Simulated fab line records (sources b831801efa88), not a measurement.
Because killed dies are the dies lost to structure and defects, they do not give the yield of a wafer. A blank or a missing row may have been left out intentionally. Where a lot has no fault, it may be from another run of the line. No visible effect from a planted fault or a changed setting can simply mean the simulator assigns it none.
Code-filled problem report in 8D (eight disciplines) form :: flow gf180mcu :: the parts of the form that need people (team, actions taken, sign-off) are left out

1. THE PROBLEM
run length s at GF_SALICIDE_RTA_08 reads a mean of 101.79 s on 4 wafers of 3 lots; wafers without a fault read 58.44 s with a standard deviation of 0.17. That is +99 or more standard deviations from the usual mean.
The step: time 30 s.
Seen first at day 18 15:41 on rtp anneal-02, wafer L409.1. Wafers with a number at this step in the record: 43, from 15 lots. By rule, "out" or "out of limits" means more than 4 standard deviations away from the usual mean. Any other wafer with a number is counted as sound.

2. WHAT IT IS, AND WHAT IT ISN'T
question: which readings at this step
is: run length s
is not: lamp power pct, wafer_temp_C_max

question: which lots
is: L409, L410, L411
is not: L401, L402, L403, L404, L412, L413, L415, L417, L419, L420, L422, L423

question: which wafers of those lots
is: L409.1, L410.2, L411.1, L411.2
is not: L409.6, L410.6, L411.3

question: read on which tools
is: rtp anneal-02
is not: rtp anneal-01

question: when
is: from day 18 15:41
is not: up to then (13 sound wafers); but 26 sound wafers of L410, L411, L412, L413, L415, L417, L419, L420, L422, L423 came after

3. SUSPECTS, AND WHAT RULES EACH OUT
Counting: if a tool at a process step up to the reading ran every lot that is out, it stays a suspect. Sound lots after the first of them don't rule it out here, since some wafers of a struck lot are sound.
- rtp anneal-02 at GF_SALICIDE_RTA_08 (time 30 s): kept. It processed each lot that is out (first: L409, day 18 15:41); up to then, its last sound lot is L404 (day 16 13:31). On those wafers its own readings are out: run length s.
The count leaves rtp anneal-02 at GF_SALICIDE_RTA_08.

4. THE CAUSE (what the simulator had put in)
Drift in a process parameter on rtp anneal-02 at GF_SALICIDE_RTA_08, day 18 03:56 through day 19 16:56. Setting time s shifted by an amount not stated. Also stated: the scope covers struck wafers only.
This tool alone remained once counting was done.

5. SEQUENCE OF EFFECTS, ordered by route
Rows list readings where the struck wafers' mean (over those with a number) sits beyond 3 standard deviations from the usual. Only readings for which the record gives a usual standard deviation are gone through. hours: the time from each lot's start at the first step in this table that gives one to its start at this step, as a median over the lots. sigmas: the change in usual standard deviations.
hours: 0
step: GF_SALICIDE_RTA_08
reading: run length s
usual: 58.44 s
on struck wafers: 101.79
change: +43.35
sigmas: +99 or more
Here are the process steps it includes:
- GF_SALICIDE_RTA_08: time 30 s.

6. WHAT WOULD HAVE CAUGHT IT SOONER
In this record the first reading out of limits was taken at day 18 15:41, 12 hours after the fault began at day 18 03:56.
